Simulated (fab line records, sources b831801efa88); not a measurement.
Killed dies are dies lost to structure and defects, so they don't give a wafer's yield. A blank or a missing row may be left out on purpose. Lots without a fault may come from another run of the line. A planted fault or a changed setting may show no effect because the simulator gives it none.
fab line records | flow sky130
record lots=24 wafers=72 last_day=50
route steps=708 shown VT_ADJUST_HVTP@95 LI_CONTACT@376 VIA1@474 METAL3@569 METAL5@677 PASSIVATION@681
lots that met no fault: from a run of the same line without faults
start_h: hours from the record's first day to the start of the lot's first wafer shown | wait_h: hours since the lot's step before | " the same as in the row above | L1.1+2: a row that stands for several wafers | - no value, or no start given | * or withheld: withheld | < > ~ a bound
route shown NAME@n: a module of which the file shows steps, and the number in the route of the first | usual: mean/standard deviation of fault-free wafers | same: alike in all rows | chamber/n: place in a boat | sites: the reading at each site | _std_site: their standard deviation | _edge_site: outer sites' mean less inner sites' | radius_mm: how far each site lies from the wafer's centre | mask NAME#n: copy n | behind: the tool/chamber that last shaped the wafer | hold: why the lot was held/for how many hours/how that ended | device: the transistor (n, p or np) that didn't switch | end of line: the same wafers' tests at the end of the route | a step without rows: its recipe alone | killed: dies lost to structure and defects at the first sort, not the wafer's yield | map: a wafer's dies, x killed, . not, _ none there
set.NAME: the setting as run; set.NAME@STEP: as run at that earlier step | model.NAME: the simulator's own value behind a step, which no gauge read
steps of the route over a sample of lots; a table a step, a row a wafer
services: from which hour (start_h, from the record's first day; less than 0 if before it) a tool's chamber was out of use, for how many hours, and why
## steps
# step SKY_VT_ADJUST_HVTP_STRIP_10
# recipe chemistry=O2/N2 power_w=1400 pressure_mtorr=1500 platen_temp_c=withheld o2_flow_sccm=3000 n2_flow_sccm=300 overash_fraction=0.5
# usual drypump_motor_current_A=5.71/0.26 oes_product_au=0.715/0.0047 strip_time_to_endpoint_s=14.19/0.049
# columns lot.wafer tool chamber start_h wait_h drypump_motor_current_A oes_product_au rf_hours_counter_h strip_time_to_endpoint_s
L074.4 plasma_asher-04 1 119.25 0.1 6.03 0.707 - 14.09
L074.5 " 1 " " 5.97 0.715 - 14.08
L074.6 " 0 " " 5.26 0.710 - 14.07
L075.2 plasma_asher-04 1 125.92 0.1 5.98 0.715 45 14.28
L075.5 " 1 " " 6.02 0.727 - 14.23
L075.6 " 0 " " 5.23 0.716 - 14.27
L076.1 plasma_asher-03 0 132.44 0.1 5.52 0.720 33 14.20
L076.5 " 1 " " 5.91 0.712 - 14.21
L076.6 " 0 " " 5.53 0.715 - 14.21
L077.2 plasma_asher-04 1 139.82 0.1 5.97 0.715 47 14.14
L077.4 " 0 " " 5.24 0.717 - 14.19
L077.5 " 1 " " 5.97 0.713 - 14.13
L078.1 plasma_asher-03 1 147.24 0.1 5.91 0.712 35 14.23
L078.3 " 1 " " 5.91 0.719 - 14.28
L078.5 " 0 " " 5.54 0.722 - 14.24
L079.2 plasma_asher-03 0 150.09 0.1 5.51 0.715 36 14.15
L079.3 " 0 " " 5.52 0.716 - 14.12
L079.4 " 1 " " 5.90 0.705 - 14.21
L080.1 plasma_asher-03 1 154.09 0.1 5.90 0.705 36 14.16
L080.5 " 0 " " 5.52 0.717 - 14.17
L080.6 " 1 " " 5.88 0.713 - 14.14
L081.2 plasma_asher-02 1 165.42 0.1 6.01 0.714 44 14.29
L081.4 " 0 " " 5.64 0.713 - 14.24
L081.6 " 0 " " 5.64 0.717 - 14.25
L082.1 plasma_asher-02 0 174.64 0.1 5.63 0.710 45 14.16
L082.5 " 1 " " 6.03 0.719 - 14.14
L082.6 " 0 " " 5.62 0.720 - 14.15
L083.2 plasma_asher-04 1 176.49 0.1 5.94 0.718 51 14.19
L083.3 " 1 " " 5.96 0.713 - 14.15
L083.5 " 1 " " 5.94 0.718 - 14.15
L084.2 plasma_asher-04 1 184.19 0.1 5.99 0.715 52 14.21
L084.4 " 0 " " 5.28 0.714 - 14.17
L084.5 " 1 " " 5.95 0.719 - 14.16
L085.1 plasma_asher-02 0 194.09 0.1 5.62 0.724 47 14.14
L085.3 " 0 " " 5.60 0.710 - 14.13
L085.6 " 0 " " 5.64 0.705 - 14.13
L086.2 plasma_asher-02 1 200.07 0.1 6.01 0.713 48 14.23
L086.3 " 1 " " 6.00 0.717 - 14.24
L086.6 " 1 " " 6.01 0.714 - 14.18
L087.2 plasma_asher-03 0 202.54 0.1 5.53 0.706 41 14.22
L087.3 " 1 " " 5.90 0.707 - 14.22
L087.4 " 0 " " 5.55 0.722 - 14.21
L088.1 plasma_asher-03 0 208.37 0.1 5.54 0.717 41 14.18
L088.4 " 1 " " 5.89 0.712 - 14.18
L088.5 " 1 " " 5.88 0.721 - 14.17
L089.3 plasma_asher-02 1 216.63 0.1 6.01 0.725 - 14.25
L089.4 " 0 " " 5.61 0.714 - 14.25
L089.5 " 0 " " 5.61 0.716 - 14.21
L090.1 plasma_asher-04 1 221.87 0.1 6.00 0.712 56 14.22
L090.2 " 0 " " 5.24 0.717 56 14.23
L090.3 " 1 " " 5.93 0.716 - 14.28
L091.2 plasma_asher-03 0 229.04 0.1 5.52 0.715 43 14.23
L091.4 " 1 " " 5.89 0.710 - 14.22
L091.5 " 0 " " 5.52 0.725 - 14.21
L092.3 plasma_asher-03 0 238.18 0.1 5.54 0.711 - 14.19
L092.4 " 1 " " 5.91 0.713 - 14.17
L092.5 " 0 " " 5.51 0.714 - 14.19
L093.1 plasma_asher-03 0 247.19 0.1 5.52 0.712 45 14.15
L093.2 " 1 " " 5.90 0.712 45 14.12
L093.5 " 0 " " 5.51 0.713 - 14.13
L094.3 plasma_asher-03 1 248.53 0.1 5.90 0.709 - 14.15
L094.4 " 0 " " 5.51 0.706 - 14.16
L094.5 " 0 " " 5.50 0.718 - 14.20
L095.1 plasma_asher-03 1 253.02 0.1 5.89 0.717 46 14.16
L095.2 " 0 " " 5.52 0.714 46 14.18
L095.4 " 1 " " 5.91 0.715 - 14.18
L096.4 plasma_asher-03 0 258.98 0.1 5.55 0.708 - 14.22
L096.5 " 1 " " 5.91 0.714 - 14.19
L096.6 " 0 " " 5.53 0.725 - 14.20
L097.2 plasma_asher-02 0 266.59 0.1 5.61 0.714 54 14.23
L097.3 " 0 " " 5.61 0.714 - 14.23
L097.5 " 1 " " 5.98 0.713 - 14.25
# step SKY_LI_CONTACT_ETCH_14
# recipe chemistry=N2/H2 target=BARC ion_energy_ev=200 source_w=500 bias_w=100 pressure_mtorr=30 n2_flow_sccm=100 h2_flow_sccm=200 stop_on=SiO2 time_s=45.9 target_depth_a=600
# usual drypump_motor_current_A=5.7/0.35 oes_product_au=0.853/0.0046 throttle_valve_pct=13.224/0.0086
# columns lot.wafer tool chamber start_h wait_h drypump_motor_current_A oes_product_au rf_hours_counter_h throttle_valve_pct
L074.4 rie_diel-03 2 671.84 0.0 5.2 0.858 21 13.230
L074.5 " 0 " " 5.4 0.856 - 13.227
L074.6 " 1 " " 5.4 0.852 - 13.232
L075.2 rie_diel-01 2 678.39 0.0 6.2 0.859 13 13.232
L075.5 " 1 " " 6.1 0.860 - 13.224
L075.6 " 0 " " 5.4 0.850 - 13.232
L076.1 rie_diel-03 3 686.82 0.0 5.9 0.849 5 13.224
L076.5 " 0 " " 5.4 0.854 - 13.214
L076.6 " 1 " " 5.4 0.858 - 13.220
L077.2 rie_diel-03 0 698.72 0.0 5.4 0.854 13 13.214
L077.4 " 2 " " 5.2 0.854 22 13.236
L077.5 " 3 " " 5.9 0.848 - 13.230
L078.1 rie_diel-03 0 704.74 0.0 5.4 0.850 13 13.218
L078.3 " 1 " " 5.3 0.848 5 13.223
L078.5 " 3 " " 5.9 0.849 - 13.220
L079.2 rie_diel-02 2 708.69 0.0 5.2 0.853 50 13.210
L079.3 " 1 " " 5.7 0.849 11 13.235
L079.4 " 0 " " 6.0 0.848 35 13.236
L080.1 rie_diel-03 2 716.82 0.0 5.2 0.857 22 13.239
L080.5 " 1 " " 5.4 0.853 - 13.232
L080.6 " 2 " " 5.2 0.860 - 13.202
L081.2 rie_diel-01 3 729.04 0.0 5.4 0.858 52 13.210
L081.4 " 2 " " 6.2 0.845 15 13.231
L081.6 " 2 " " 6.2 0.849 - 13.232
L083.2 rie_diel-03 0 745.64 0.0 5.4 0.850 14 13.223
L083.3 " 1 " " 5.4 0.857 6 13.227
L083.5 " 3 " " 5.9 0.861 - 13.219
L082.1 rie_diel-02 1 746.39 0.0 5.7 0.854 12 13.217
L082.5 " 3 " " 5.8 0.847 - 13.219
L082.6 " 0 " " 6.0 0.857 - 13.229
L084.2 rie_diel-01 1 755.84 0.0 6.1 0.855 13 13.224
L084.4 " 2 " " 6.2 0.858 16 13.227
L084.5 " 3 " " 5.4 0.847 - 13.234
L085.1 rie_diel-03 2 770.74 0.0 5.2 0.845 23 13.225
L085.3 " 1 " " 5.4 0.849 7 13.225
L085.6 " 2 " " 5.2 0.852 - 13.219
L086.2 rie_diel-02 0 773.64 0.0 6.0 0.859 37 13.231
L086.3 " 3 " " 5.8 0.848 16 13.225
L086.6 " 0 " " 6.0 0.864 - 13.215
L087.2 rie_diel-02 1 778.27 0.0 5.7 0.856 13 13.228
L087.3 " 3 " " 5.7 0.850 16 13.233
L087.4 " 0 " " 6.0 0.850 37 13.221
L088.1 rie_diel-03 2 781.24 0.0 5.2 0.855 23 13.226
L088.4 " 1 " " 5.4 0.863 7 13.228
L088.5 " 3 " " 5.9 0.856 - 13.220
L089.3 rie_diel-02 2 797.89 0.0 5.2 0.854 1 13.210
L089.4 " 0 " " 6.0 0.858 38 13.224
L089.5 " 3 " " 5.7 0.852 - 13.225
L090.1 rie_diel-01 0 801.89 0.0 5.4 0.855 7 13.229
L090.2 " 2 " " 6.2 0.853 17 13.221
L090.3 " 1 " " 6.1 0.861 14 13.228
L091.2 rie_diel-01 1 812.97 0.0 6.1 0.850 15 13.235
L091.4 " 3 " " 5.4 0.862 2 13.231
L091.5 " 2 " " 6.2 0.843 - 13.216
L092.3 rie_diel-01 0 821.09 0.0 5.4 0.859 7 13.231
L092.4 " 3 " " 5.4 0.851 2 13.220
L092.5 " 0 " " 5.4 0.859 - 13.221
L093.1 rie_diel-03 2 838.74 0.0 5.2 0.851 25 13.234
L093.2 " 3 " " 5.9 0.854 8 13.235
L093.5 " 3 " " 5.9 0.857 - 13.219
L094.3 rie_diel-02 1 840.64 0.0 5.7 0.846 15 13.222
L094.4 " 2 " " 5.2 0.855 3 13.224
L094.5 " 3 " " 5.8 0.861 - 13.237
L095.1 rie_diel-03 3 845.54 0.0 5.9 0.852 9 13.226
L095.2 " 1 " " 5.4 0.845 8 13.218
L095.4 " 2 " " 5.2 0.857 25 13.227
L096.4 rie_diel-01 0 849.49 0.0 5.4 0.851 9 13.233
L096.5 " 2 " " 6.2 0.851 - 13.220
L096.6 " 1 " " 6.1 0.855 - 13.225
L097.2 rie_diel-01 0 852.39 0.0 5.4 0.862 9 13.229
L097.3 " 3 " " 5.4 0.850 3 13.228
L097.5 " 1 " " 6.1 0.860 - 13.225
# step SKY_VIA1_STRIP_16
# recipe chemistry=O2/N2 power_w=1400 pressure_mtorr=1500 platen_temp_c=withheld o2_flow_sccm=3000 n2_flow_sccm=300 overash_fraction=0.5
# usual drypump_motor_current_A=5.85/0.28 oes_product_au=0.414/0.0048 strip_time_to_endpoint_s=4.455/0.024
# columns lot.wafer tool chamber start_h wait_h drypump_motor_current_A oes_product_au rf_hours_counter_h strip_time_to_endpoint_s
L074.4 plasma_asher-02 0 789.41 0.1 5.64 0.408 - 4.466
L074.5 " 0 " " 5.63 0.410 - 4.460
L074.6 " 1 " " 5.99 0.406 - 4.458
L075.2 plasma_asher-02 0 799.38 0.0 5.63 0.418 5 4.442
L075.5 " 1 " " 6.02 0.420 - 4.456
L075.6 " 0 " " 5.63 0.416 - 4.454
L076.1 plasma_asher-01 0 805.46 0.0 6.25 0.414 69 4.434
L076.5 " 1 " " 6.52 0.406 - 4.425
L076.6 " 0 " " 6.23 0.415 - 4.407
L077.2 plasma_asher-02 0 815.73 0.0 5.65 0.415 7 4.407
L077.4 " 0 " " 5.66 0.411 - 4.408
L077.5 " 0 " " 5.63 0.413 - 4.459
L078.1 plasma_asher-03 0 822.47 0.0 5.54 0.408 103 4.384
L078.3 " 1 " " 5.92 0.411 - 4.413
L078.5 " 0 " " 5.54 0.415 - 4.424
L079.2 plasma_asher-02 1 826.83 0.0 5.99 0.416 8 4.458
L079.3 " 0 " " 5.62 0.413 - 4.456
L079.4 " 1 " " 5.99 0.405 - 4.436
L080.1 plasma_asher-01 0 832.43 0.0 6.26 0.409 71 4.458
L080.5 " 1 " " 6.50 0.414 - 4.440
L080.6 " 0 " " 6.24 0.415 - 4.473
L081.2 plasma_asher-03 1 845.58 0.0 5.88 0.414 105 4.467
L081.4 " 0 " " 5.53 0.413 - 4.455
L081.6 " 0 " " 5.51 0.414 - 4.473
L083.2 plasma_asher-03 0 860.08 0.0 5.53 0.415 106 4.454
L083.3 " 1 " " 5.92 0.412 - 4.447
L083.5 " 1 " " 5.91 0.415 - 4.471
L082.1 plasma_asher-02 1 862.13 0.0 6.01 0.423 11 4.479
L082.5 " 0 " " 5.62 0.409 - 4.472
L082.6 " 1 " " 6.00 0.415 - 4.452
L084.2 plasma_asher-02 1 870.91 0.0 6.01 0.419 12 4.416
L084.4 " 1 " " 6.02 0.412 - 4.447
L084.5 " 1 " " 5.99 0.408 - 4.448
L085.1 plasma_asher-03 1 884.46 0.0 5.88 0.420 109 4.439
L085.3 " 1 " " 5.92 0.419 - 4.425
L085.6 " 0 " " 5.50 0.410 - 4.402
L086.2 plasma_asher-02 1 890.43 0.0 6.00 0.417 14 4.473
L086.3 " 1 " " 5.99 0.418 - 4.488
L086.6 " 0 " " 5.61 0.410 - 4.487
L087.2 plasma_asher-02 0 892.81 0.0 5.65 0.414 15 4.441
L087.3 " 0 " " 5.63 0.408 - 4.438
L087.4 " 1 " " 6.00 0.413 - 4.441
L088.1 plasma_asher-02 1 895.68 0.0 5.98 0.410 15 4.442
L088.4 " 1 " " 5.99 0.410 - 4.468
L088.5 " 0 " " 5.64 0.407 - 4.418
L089.3 plasma_asher-03 1 911.26 0.1 5.91 0.415 - 4.472
L089.4 " 0 " " 5.52 0.421 - 4.468
L089.5 " 1 " " 5.92 0.417 - 4.455
L090.1 plasma_asher-02 1 913.18 0.0 6.01 0.422 17 4.467
L090.2 " 0 " " 5.62 0.415 17 4.481
L090.3 " 0 " " 5.62 0.405 - 4.457
L091.2 plasma_asher-03 1 923.86 0.0 5.91 0.416 114 4.447
L091.4 " 1 " " 5.90 0.417 - 4.457
L091.5 " 0 " " 5.51 0.416 - 4.482
L092.3 plasma_asher-02 0 930.49 0.1 5.64 0.408 - 4.445
L092.4 " 1 " " 5.99 0.412 - 4.441
L092.5 " 1 " " 6.00 0.417 - 4.471
L093.1 plasma_asher-01 1 947.68 0.0 6.54 0.406 81 4.495
L093.2 " 0 " " 6.26 0.420 81 4.471
L093.5 " 0 " " 6.25 0.417 - 4.490
L094.3 plasma_asher-03 0 948.99 0.1 5.54 0.412 - 4.457
L094.4 " 1 " " 5.90 0.422 - 4.432
L094.5 " 0 " " 5.52 0.419 - 4.459
L095.1 plasma_asher-02 1 952.31 0.0 5.99 0.413 21 4.470
L095.2 " 0 " " 5.61 0.410 21 4.444
L095.4 " 1 " " 6.02 0.416 - 4.448
L096.4 plasma_asher-03 0 956.11 0.1 5.52 0.423 - 4.477
L096.5 " 1 " " 5.90 0.410 - 4.476
L096.6 " 0 " " 5.51 0.412 - 4.482
L097.2 plasma_asher-02 1 959.48 0.0 6.01 0.422 22 4.408
L097.3 " 0 " " 5.64 0.414 - 4.458
L097.5 " 0 " " 5.63 0.417 - 4.479
# step SKY_METAL3_STRIP_19
# recipe chemistry=O2/N2 power_w=1400 pressure_mtorr=1500 platen_temp_c=withheld o2_flow_sccm=3000 n2_flow_sccm=300 overash_fraction=0.5
# usual drypump_motor_current_A=6.0/0.34 oes_product_au=0.504/0.0058 strip_time_to_endpoint_s=6.58/0.088
# columns lot.wafer tool chamber start_h wait_h drypump_motor_current_A oes_product_au rf_hours_counter_h strip_time_to_endpoint_s
L074.4 plasma_asher-03 1 901.90 0.1 5.9 0.506 - 6.65
L074.5 " 0 " " 5.5 0.509 - 6.68
L074.6 " 1 " " 5.9 0.507 - 6.71
L075.2 plasma_asher-01 1 910.75 0.1 6.5 0.487 78 6.46
L075.5 " 0 " " 6.2 0.499 - 6.46
L075.6 " 1 " " 6.5 0.493 - 6.42
L076.1 plasma_asher-02 0 916.10 0.1 5.6 0.500 17 6.42
L076.5 " 0 " " 5.6 0.505 - 6.47
L076.6 " 1 " " 6.0 0.501 - 6.41
L077.2 plasma_asher-01 0 924.80 0.1 6.2 0.501 79 6.56
L077.4 " 0 " " 6.3 0.501 - 6.60
L077.5 " 1 " " 6.5 0.505 - 6.53
L078.1 plasma_asher-03 1 931.67 0.1 5.9 0.499 114 6.49
L078.3 " 0 " " 5.5 0.505 - 6.49
L078.5 " 0 " " 5.5 0.499 - 6.46
L079.2 plasma_asher-01 1 935.55 0.1 6.5 0.503 80 6.55
L079.3 " 1 " " 6.5 0.500 - 6.41
L079.4 " 0 " " 6.2 0.491 - 6.53
L080.1 plasma_asher-02 0 940.15 0.1 5.6 0.509 19 6.60
L080.5 " 0 " " 5.6 0.500 - 6.49
L080.6 " 1 " " 6.0 0.512 - 6.62
L081.2 plasma_asher-01 1 952.22 0.1 6.5 0.509 82 6.46
L081.4 " 1 " " 6.5 0.508 - 6.67
L081.6 " 0 " " 6.3 0.503 - 6.51
L083.2 plasma_asher-01 0 967.27 0.1 6.3 0.512 83 6.66
L083.3 " 0 " " 6.2 0.494 - 6.50
L083.5 " 1 " " 6.5 0.506 - 6.79
L082.1 plasma_asher-02 0 967.87 0.1 5.6 0.508 22 6.60
L082.5 " 1 " " 6.0 0.508 - 6.65
L082.6 " 0 " " 5.6 0.511 - 6.59
L084.2 plasma_asher-01 1 976.13 0.2 6.5 0.498 84 6.56
L084.4 " 0 " " 6.2 0.500 - 6.53
L084.5 " 0 " " 6.2 0.505 - 6.61
L085.1 plasma_asher-01 1 990.88 0.1 6.5 0.502 86 6.45
L085.3 " 0 " " 6.3 0.514 - 6.57
L085.6 " 1 " " 6.5 0.510 - 6.59
L086.2 plasma_asher-02 0 994.40 0.1 5.6 0.500 25 6.57
L086.3 " 0 " " 5.6 0.505 - 6.55
L086.6 " 0 " " 5.6 0.503 - 6.60
L087.2 plasma_asher-02 0 997.73 0.1 5.6 0.501 25 6.47
L087.3 " 1 " " 6.0 0.500 - 6.62
L087.4 " 0 " " 5.6 0.502 - 6.51
L088.1 plasma_asher-01 1 999.68 0.3 6.5 0.503 86 6.61
L088.4 " 1 " " 6.5 0.508 - 6.62
L088.5 " 0 " " 6.3 0.516 - 6.65
L089.3 plasma_asher-01 0 1015.35 0.1 6.3 0.512 - 6.67
L089.4 " 1 " " 6.5 0.509 - 6.64
L089.5 " 1 " " 6.5 0.516 - 6.67
L090.1 plasma_asher-03 1 1015.85 0.1 6.0 0.504 122 6.62
L090.2 " 0 " " 5.5 0.500 122 6.56
L090.3 " 0 " " 5.5 0.509 - 6.56
L091.2 plasma_asher-02 0 1026.02 0.1 5.7 0.515 28 6.70
L091.4 " 0 " " 5.7 0.504 - 6.66
L091.5 " 0 " " 5.6 0.504 - 6.63
L092.3 plasma_asher-02 1 1029.40 0.1 6.0 0.503 - 6.54
L092.4 " 0 " " 5.6 0.502 - 6.66
L092.5 " 0 " " 5.7 0.502 - 6.61
L093.1 plasma_asher-02 1 1047.35 0.3 6.0 0.509 31 6.64
L093.2 " 0 " " 5.6 0.503 31 6.54
L093.5 " 1 " " 6.0 0.505 - 6.62
L094.3 plasma_asher-03 1 1047.65 0.1 6.0 0.507 - 6.60
L094.4 " 0 " " 5.5 0.509 - 6.69
L094.5 " 0 " " 5.5 0.505 - 6.59
L095.1 plasma_asher-01 0 1053.01 0.2 6.3 0.494 92 6.47
L095.2 " 1 " " 6.5 0.507 92 6.62
L095.4 " 0 " " 6.3 0.503 - 6.66
L096.4 plasma_asher-03 1 1054.00 0.1 5.9 0.509 - 6.70
L096.5 " 1 " " 5.9 0.509 - 6.63
L096.6 " 0 " " 5.5 0.502 - 6.58
L097.2 plasma_asher-02 0 1056.53 0.2 5.6 0.508 32 6.69
L097.3 " 1 " " 6.0 0.504 - 6.57
L097.5 " 1 " " 6.0 0.502 - 6.62
# step SKY_METAL5_STRIP_16
# recipe chemistry=O2/N2 power_w=1400 pressure_mtorr=1500 platen_temp_c=withheld o2_flow_sccm=3000 n2_flow_sccm=300 overash_fraction=0.5
# usual drypump_motor_current_A=6.0/0.4 oes_product_au=0.710/0.005 strip_time_to_endpoint_s=13.19/0.082
# columns lot.wafer tool chamber start_h wait_h drypump_motor_current_A oes_product_au rf_hours_counter_h strip_time_to_endpoint_s
L074.4 plasma_asher-02 1 1028.49 0.1 6.0 0.708 - 13.20
L074.5 " 1 " " 6.0 0.715 - 13.27
L074.6 " 0 " " 5.6 0.705 - 13.18
L075.2 plasma_asher-01 1 1035.43 0.2 6.5 0.714 90 13.23
L075.5 " 1 " " 6.5 0.713 - 13.42
L075.6 " 0 " " 6.2 0.715 - 13.17
L076.1 plasma_asher-02 0 1041.56 0.2 5.6 0.712 30 13.23
L076.5 " 0 " " 5.6 0.711 - 13.31
L076.6 " 1 " " 6.0 0.705 - 13.29
L077.2 plasma_asher-01 1 1048.56 0.2 6.5 0.707 91 13.19
L077.4 " 0 " " 6.3 0.713 - 13.19
L077.5 " 1 " " 6.5 0.715 - 13.23
L078.1 plasma_asher-01 0 1054.83 0.2 6.3 0.707 92 13.11
L078.3 " 0 " " 6.3 0.707 - 13.07
L078.5 " 1 " " 6.5 0.703 - 13.08
L079.2 plasma_asher-04 1 1057.43 0.2 6.0 0.712 63 13.11
L079.3 " 1 " " 6.0 0.711 - 13.01
L079.4 " 0 " " 5.2 0.703 - 13.14
L080.1 plasma_asher-04 0 1061.11 0.2 5.2 0.710 63 13.18
L080.5 " 1 " " 6.0 0.709 - 13.13
L080.6 " 0 " " 5.3 0.705 - 13.20
L081.2 plasma_asher-02 0 1074.33 0.2 5.6 0.709 34 13.24
L081.4 " 1 " " 6.0 0.713 - 13.17
L081.6 " 0 " " 5.6 0.712 - 13.20
L082.1 plasma_asher-01 1 1086.21 0.2 6.5 0.705 95 13.21
L082.5 " 0 " " 6.3 0.695 - 13.16
L082.6 " 1 " " 6.5 0.704 - 13.23
L083.2 plasma_asher-04 1 1086.93 0.2 6.0 0.714 66 13.21
L083.3 " 1 " " 6.0 0.717 - 13.10
L083.5 " 0 " " 5.2 0.718 - 13.13
L084.2 plasma_asher-01 1 1093.51 0.2 6.6 0.715 96 13.20
L084.4 " 0 " " 6.3 0.715 - 13.12
L084.5 " 1 " " 6.5 0.707 - 13.02
L085.1 plasma_asher-04 0 1106.38 0.2 5.3 0.709 68 13.09
L085.3 " 0 " " 5.2 0.710 - 13.13
L085.6 " 1 " " 6.0 0.714 - 13.13
L086.2 plasma_asher-02 0 1108.01 0.2 5.6 0.708 37 13.34
L086.3 " 0 " " 5.6 0.711 - 13.19
L086.6 " 1 " " 6.0 0.715 - 13.24
L087.2 plasma_asher-02 0 1112.06 0.2 5.7 0.713 37 13.04
L087.3 " 1 " " 6.0 0.713 - 13.24
L087.4 " 0 " " 5.6 0.717 - 13.05
L088.1 plasma_asher-02 0 1112.71 0.2 5.6 0.713 37 13.15
L088.4 " 0 " " 5.6 0.709 - 13.24
L088.5 " 1 " " 6.0 0.706 - 13.18
L089.3 plasma_asher-01 1 1128.03 0.1 6.5 0.714 - 13.11
L089.4 " 0 " " 6.3 0.710 - 13.00
L089.5 " 0 " " 6.2 0.717 - 13.01
L090.1 plasma_asher-04 1 1128.23 0.2 5.9 0.722 70 13.17
L090.2 " 0 " " 5.3 0.713 70 13.27
L090.3 " 0 " " 5.3 0.710 - 13.30
L091.2 plasma_asher-01 0 1137.83 0.2 6.3 0.716 100 13.11
L091.4 " 0 " " 6.3 0.709 - 13.12
L091.5 " 0 " " 6.2 0.704 - 13.14
L092.3 plasma_asher-01 0 1139.36 0.3 6.3 0.713 - 13.15
L092.4 " 1 " " 6.6 0.697 - 13.26
L092.5 " 1 " " 6.5 0.714 - 13.24
L093.1 plasma_asher-02 0 1154.26 0.2 5.6 0.708 41 13.28
L093.2 " 1 " " 6.0 0.704 41 13.19
L093.5 " 1 " " 6.0 0.716 - 13.23
L094.3 plasma_asher-04 0 1155.01 0.3 5.3 0.710 - 13.11
L094.4 " 1 " " 6.0 0.711 - 13.15
L094.5 " 1 " " 6.0 0.711 - 13.17
L095.1 plasma_asher-01 0 1157.48 0.2 6.3 0.712 102 13.14
L095.2 " 1 " " 6.5 0.709 102 13.23
L095.4 " 0 " " 6.2 0.703 - 13.11
L096.4 plasma_asher-02 1 1159.84 0.1 6.0 0.720 - 13.24
L096.5 " 1 " " 6.0 0.718 - 13.21
L096.6 " 0 " " 5.6 0.708 - 13.32
L097.2 plasma_asher-01 0 1161.51 0.2 6.3 0.726 102 13.02
L097.3 " 0 " " 6.2 0.706 - 13.15
L097.5 " 0 " " 6.2 0.709 - 13.18
# step SKY_PASSIVATION_CVD_00
# recipe material=SiO2 target_thk_nm=90 temp_c=400 time_s=withheld rf_w=600
# usual heater_power_w=688/75
# columns lot.wafer tool chamber start_h wait_h heater_power_w
L074.4 pecvd-04 2 1029.07 0.0 793
L074.5 " 1 " " 752
L074.6 " 0 " " 685
L075.2 pecvd-03 2 1036.02 0.0 561
L075.5 " 2 " " 551
L075.6 " 0 " " 693
L076.1 pecvd-04 2 1042.16 0.0 852
L076.5 " 2 " " 848
L076.6 " 0 " " 648
L077.2 pecvd-01 2 1049.19 0.0 664
L077.4 " 1 " " 735
L077.5 " 0 " " 725
L078.1 pecvd-04 0 1055.49 0.0 635
L078.3 " 1 " " 765
L078.5 " 1 " " 595
L079.2 pecvd-03 0 1058.03 0.0 701
L079.3 " 2 " " 583
L079.4 " 1 " " 688
L080.1 pecvd-03 2 1061.70 0.0 599
L080.5 " 1 " " 703
L080.6 " 2 " " 585
L081.2 pecvd-03 0 1074.96 0.0 675
L081.4 " 1 " " 708
L081.6 " 0 " " 668
L082.1 pecvd-01 2 1086.90 0.0 663
L082.5 " 0 " " 684
L082.6 " 1 " " 865
L083.2 pecvd-04 1 1087.61 0.0 737
L083.3 " 2 " " 720
L083.5 " 1 " " 738
L084.2 pecvd-03 1 1094.12 0.0 749
L084.4 " 1 " " 730
L084.5 " 0 " " 619
L085.1 pecvd-03 2 1106.98 0.0 537
L085.3 " 1 " " 687
L085.6 " 0 " " 680
L086.2 pecvd-04 0 1108.61 0.0 689
L086.3 " 2 " " 746
L086.6 " 1 " " 731
L087.2 pecvd-04 1 1112.85 0.0 741
L087.3 " 0 " " 670
L087.4 " 1 " " 751
L088.1 pecvd-01 0 1113.36 0.0 631
L088.4 " 2 " " 641
L088.5 " 1 " " 778
L089.3 pecvd-03 0 1128.59 0.0 684
L089.4 " 0 " " 685
L089.5 " 1 " " 718
L090.1 pecvd-04 1 1128.83 0.0 734
L090.2 " 2 " " 807
L090.3 " 0 " " 652
L091.2 pecvd-03 1 1138.43 0.0 651
L091.4 " 2 " " 569
L091.5 " 0 " " 601
L092.3 pecvd-03 0 1140.00 0.0 632
L092.4 " 2 " " 625
L092.5 " 0 " " 656
L093.1 pecvd-01 1 1154.88 0.0 854
L093.2 " 2 " " 577
L093.5 " 0 " " 651
L094.3 pecvd-04 2 1155.57 0.0 846
L094.4 " 2 " " 862
L094.5 " 0 " " 660
L095.1 pecvd-03 0 1158.08 0.0 619
L095.2 " 1 " " 635
L095.4 " 2 " " 590
L096.4 pecvd-03 0 1160.49 0.0 663
L096.5 " 2 " " 587
L096.6 " 1 " " 736
L097.2 pecvd-04 2 1162.34 0.0 793
L097.3 " 0 " " 625
L097.5 " 2 " " 805
## services
# columns tool chamber start_h hours kind
plasma_asher-01 - 108.75 9.0 pm
plasma_asher-02 - 118.22 33.8 repair
plasma_asher-04 - 145.26 1.1 repair
plasma_asher-01 - 175.24 3.8 repair
plasma_asher-03 - 194.18 3.4 repair
plasma_asher-02 - 276.26 2.8 pm
plasma_asher-04 - 388.27 2.8 repair
plasma_asher-04 - 409.57 0.5 repair
plasma_asher-02 - 497.32 14.6 pm
plasma_asher-01 - 547.37 0.4 repair
plasma_asher-02 - 601.55 6.5 repair
plasma_asher-01 - 671.89 0.4 repair
plasma_asher-01 - 727.87 5.4 repair
plasma_asher-03 - 728.32 3.5 repair
plasma_asher-02 - 733.75 9.0 pm
plasma_asher-02 - 772.40 2.8 repair
plasma_asher-03 - 789.14 1.6 repair
plasma_asher-01 - 862.99 14.6 pm
plasma_asher-01 - 1031.54 0.4 repair
plasma_asher-03 - 1031.88 1.2 repair
plasma_asher-03 - 1055.25 9.0 pm
plasma_asher-01 - 1055.88 2.8 pm
plasma_asher-02 - 1127.52 0.7 repair
plasma_asher-03 - 1139.82 4.3 pm
## key
fault none
